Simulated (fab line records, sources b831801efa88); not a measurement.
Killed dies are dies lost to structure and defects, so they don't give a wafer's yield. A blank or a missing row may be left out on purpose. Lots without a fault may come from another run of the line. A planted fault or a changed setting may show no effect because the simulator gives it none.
Problem report in the 8D (eight disciplines) form, filled by code | flow sky130 | the parts of the form that need people (team, actions taken, sign-off) are left out

1. THE PROBLEM
GATE_OXIDE_OXIDATION_00_THK at SKY_GATE_OXIDE_THK_MEAS_02 reads a mean of 6.96 nm on 6 wafers of 2 lots; wafers without a fault read 10.22 nm with a standard deviation of 0.2. That is -16 standard deviations from the usual mean.
First seen on wafer L858.1, day 17 19:45, on film_metro-02. The record holds 33 wafers of 11 lots with a number at this step. Rule for "out", or "out of limits": more than 4 standard deviations from the usual mean. The other wafers with a number count as sound.

2. WHAT IT IS AND WHAT IT IS NOT
question                    | is                           | is not
which readings at this step | GATE_OXIDE_OXIDATION_00_THK  | -
which lots                  | L858, L859                   | L844, L846, L847, L849, L850, L852, L853, L854, L855
which wafers of those lots  | all that have a number       | -
read on which gauges        | film_metro-02, film_metro-03 | film_metro-01
when                        | from day 17 19:45            | up to then (27 sound wafers)

3. SUSPECTS, AND WHAT RULES EACH OUT
Counting: a tool at a process step up to the reading stays a suspect if it ran every lot that is out and no sound lot after the first of them.
- the gauge at SKY_GATE_OXIDE_THK_MEAS_02: ruled out. The wafers that are out were read on 2 gauges (film_metro-02, film_metro-03).
- furnace-02 at SKY_GATE_OXIDE_OXIDATION_01 (stabilise 600 s, purge 300 s, target thk 10.268 nm): kept. It ran every lot that is out, first L858 (day 17 18:20), and no sound lot after that; its last sound lot up to then is L854 (day 16 13:21). Its own readings are out on those wafers: spike_tc_bottom_C, spike_tc_centre_C, spike_tc_lower_C, spike_tc_top_C, spike_tc_upper_C, tube_center_temp_C, tube_center_temp_C_max.
Left after counting: furnace-02 at SKY_GATE_OXIDE_OXIDATION_01.

4. THE CAUSE (what the simulator had put in)
Process parameter drift: furnace-02, from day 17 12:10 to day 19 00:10, at SKY_GATE_OXIDE_OXIDATION_01. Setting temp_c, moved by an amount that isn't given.
Counting left only this tool.

5. THE CHAIN OF EFFECTS, in route order
Each row: a reading whose mean over the struck wafers that have a number lies more than 3 standard deviations from the usual. Only readings for which the record gives a usual standard deviation are gone through. hours: the time from each lot's start at the first step in this table that gives one to its start at this step, as a median over the lots. sigmas: the change in usual standard deviations.
hours | step                        | reading                     | usual    | on struck wafers | change | sigmas
0     | SKY_GATE_OXIDE_OXIDATION_01 | spike_tc_bottom_C           | 922.5 C  | 893.6            | -28.9  | -10
0     | SKY_GATE_OXIDE_OXIDATION_01 | spike_tc_centre_C           | 901.4 C  | 867.7            | -33.7  | -28
0     | SKY_GATE_OXIDE_OXIDATION_01 | spike_tc_lower_C            | 901.3 C  | 868.7            | -32.6  | -33
0     | SKY_GATE_OXIDE_OXIDATION_01 | spike_tc_top_C              | 911.3 C  | 880.6            | -30.7  | -26
0     | SKY_GATE_OXIDE_OXIDATION_01 | spike_tc_upper_C            | 900.9 C  | 867.5            | -33.4  | -30
0     | SKY_GATE_OXIDE_OXIDATION_01 | tube_center_temp_C          | 900 C    | 867              | -33    | -99 or more
0     | SKY_GATE_OXIDE_OXIDATION_01 | tube_center_temp_C_max      | 902.3    | 869.8            | -32.5  | -77
0     | SKY_GATE_OXIDE_OXIDATION_01 | zone_power_centre_pct       | 19.1 %   | 17.1             | -2.0   | -3.5
0     | SKY_GATE_OXIDE_OXIDATION_01 | zone_power_top_pct          | 32.6 %   | 29.7             | -2.9   | -3.1
1     | SKY_GATE_OXIDE_THK_MEAS_02  | GATE_OXIDE_OXIDATION_00_THK | 10.22 nm | 6.96             | -3.26  | -16
The process steps in it:
- SKY_GATE_OXIDE_OXIDATION_01: stabilise 600 s, purge 300 s, target thk 10.268 nm.

6. WHAT WOULD HAVE CAUGHT IT SOONER
In this record the first reading out of limits at a measuring or inspecting step was taken at day 17 19:45, 8 hours after the fault began at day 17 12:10.
The tool's own readings at SKY_GATE_OXIDE_OXIDATION_01 were out on every struck wafer that the step has a row for (spike_tc_bottom_C, spike_tc_centre_C, spike_tc_lower_C, spike_tc_top_C, spike_tc_upper_C, tube_center_temp_C, tube_center_temp_C_max): an alarm limit on them would have fired on the first of those.
Of the lots that are out (2), L859 began SKY_GATE_OXIDE_OXIDATION_01 on furnace-02 after day 17 19:45. A hold on the tool at that time would have spared it.
